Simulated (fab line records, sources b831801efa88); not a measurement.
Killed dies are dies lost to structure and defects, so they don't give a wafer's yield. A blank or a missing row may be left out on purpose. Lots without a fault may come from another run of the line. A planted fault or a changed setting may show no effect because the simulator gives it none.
Which tool did it? | flow sky130 | 11 lots, 31 wafers sampled, at 4 steps of a route of 708

WHAT THE GAUGES READ, wafer by wafer
SKY_SD_N_TW_MEAS_12.
lot  | measured     | on            | SD_N_TW
L562 | day 29 01:03 | film_metro-03 | 3941 3975 3970
L563 | day 29 06:53 | film_metro-03 | 3980 3986 3955
L564 | day 29 09:47 | film_metro-02 | 4005 3991 3998
L565 | day 29 21:13 | film_metro-03 | 3975 3982 3994
L567 | day 30 13:59 | film_metro-01 | 4045 4013 4054
L568 | day 30 19:53 | film_metro-03 | 3961 3963 3965
L569 | day 30 20:04 | film_metro-02 | 3985 3996 3987
L570 | day 31 01:03 | film_metro-02 | 3955 3972 3958
L571 | day 32 09:17 | film_metro-03 | 3957 3957 3938
L576 | day 33 02:35 | film_metro-03 | 3967 3940
L577 | day 33 08:59 | film_metro-02 | 3993 3984

SKY_CONTACT_BOW_MEAS_05.
lot  | measured     | on            | CONTACT_BOW (um)
L562 | day 31 14:10 | film_metro-04 | 74 73 75
L563 | day 31 18:52 | film_metro-04 | 81 85 80
L564 | day 31 21:56 | film_metro-02 | 73 72 80
L565 | day 32 09:08 | film_metro-01 | 85 78 90
L567 | day 33 00:05 | film_metro-02 | 79 81 94
L568 | day 33 06:02 | film_metro-02 | 80 77 76
L569 | day 33 06:56 | film_metro-02 | 85 79 85
L570 | day 33 11:22 | film_metro-01 | 92 81 81
L571 | day 34 19:02 | film_metro-02 | 78 72 74
L576 | day 35 12:36 | film_metro-01 | 76 80 - -
L577 | day 35 18:22 | film_metro-02 | 89 92 - -

WHICH TOOL RAN EACH LOT (tool, then ch and the chambers of the sampled wafers, then the start)
lot  | SKY_LI_CONTACT_CMP_02         | SKY_CONTACT_CMP_04
L562 | cmp-02 ch 0,2,3, day 29 01:58 | cmp-02 ch 0,1, day 31 13:52
L563 | cmp-01 ch 0,2,3, day 29 07:43 | cmp-01 ch 0,1,3, day 31 18:34
L564 | cmp-01 ch 0,2,3, day 29 10:46 | cmp-02 ch 1,2, day 31 21:37
L565 | cmp-01 ch 0,1,2, day 29 22:07 | cmp-02 ch 0,2,3, day 32 08:56
L567 | cmp-01 ch 0,1,3, day 30 14:55 | cmp-01 ch 0,2,3, day 32 23:52
L568 | cmp-01 ch 1,2,3, day 30 20:43 | cmp-01 ch 1,2,3, day 33 05:43
L569 | cmp-02 ch 1,2,3, day 30 20:57 | cmp-01 ch 0,1, day 33 06:38
L570 | cmp-01 ch 0,1, day 31 01:54   | cmp-02 ch 0,3, day 33 11:03
L571 | cmp-02 ch 0,1,3, day 32 10:10 | cmp-01 ch 1,2,3, day 34 18:46
L576 | cmp-01 ch 0,3, day 33 03:28   | cmp-02 ch 2, day 35 12:21
L577 | cmp-02 ch 0,3, day 33 09:52   | cmp-02 ch 0,1, day 35 18:10
- SKY_LI_CONTACT_CMP_02: polishes PSG.
- SKY_CONTACT_CMP_04: polishes SiO2.

WHAT THE TOOLS THEMSELVES READ (means of the sampled wafers that have a number; where no wafer has one, the mark that the record gives instead)
SKY_LI_CONTACT_CMP_02.
lot  | tool   | motor_current_A (A) | slurry_flow_ml_min | time_to_endpoint_s (s)
L562 | cmp-02 | 11.2                | 149.7              | 32.8
L563 | cmp-01 | 11.5                | 150.0              | 36.8
L564 | cmp-01 | 12.0                | 150.3              | 33.8
L565 | cmp-01 | 11.6                | 150.1              | 35.2
L567 | cmp-01 | 12.2                | 150.1              | 32.5
L568 | cmp-01 | 11.6                | 150.3              | 33.3
L569 | cmp-02 | 11.9                | 150.1              | 34.5
L570 | cmp-01 | 11.8                | 150.6              | 34.7
L571 | cmp-02 | 12.9                | 150.1              | 35.0
L576 | cmp-01 | 11.6                | 150.6              | 32.0
L577 | cmp-02 | 12.3                | 149.8              | 35.4

SKY_CONTACT_CMP_04.
lot  | tool   | motor_current_A (A) | slurry_flow_ml_min | time_to_endpoint_s (s)
L562 | cmp-02 | 13.9                | 150.4              | 89
L563 | cmp-01 | 11.8                | 149.7              | 79
L564 | cmp-02 | 12.1                | 150.3              | 88
L565 | cmp-02 | 11.1                | 150.2              | 85
L567 | cmp-01 | 11.9                | 150.2              | 80
L568 | cmp-01 | 11.6                | 150.2              | 82
L569 | cmp-01 | 11.6                | 150.2              | 79
L570 | cmp-02 | 12.4                | 149.5              | 84
L571 | cmp-01 | 11.9                | 150.0              | 81
L576 | cmp-02 | 9.7                 | 150.1              | 98
L577 | cmp-02 | 13.4                | 149.5              | 108

THE ANSWER, worked out from the rows above alone
Rule: what is usual is taken from the lots themselves. Put in order of their means at a reading, lots are off if they are a third of the lots or fewer, leave a main group of 4 or more, and stand apart from it by a gap of 3 or more times the standard deviation of the main group's means; of several such gaps the widest counts. A main group whose means are all the same, to the digits that the tables above print for the reading, isn't used. A lot without any number at a reading at which 4 lots or more have one is off too. The other lots that the step has rows for count as sound. The gauges are gone through in route order, then the tools' own readings, and for those a lot's mean is taken as printed above. The first step at which some lot is off is used, and at that step the reading that is off furthest; a lot without a number counts as furthest.
No lot is off at any reading shown: from this, nothing can be told.

WHAT THE SIMULATOR HAD PUT IN
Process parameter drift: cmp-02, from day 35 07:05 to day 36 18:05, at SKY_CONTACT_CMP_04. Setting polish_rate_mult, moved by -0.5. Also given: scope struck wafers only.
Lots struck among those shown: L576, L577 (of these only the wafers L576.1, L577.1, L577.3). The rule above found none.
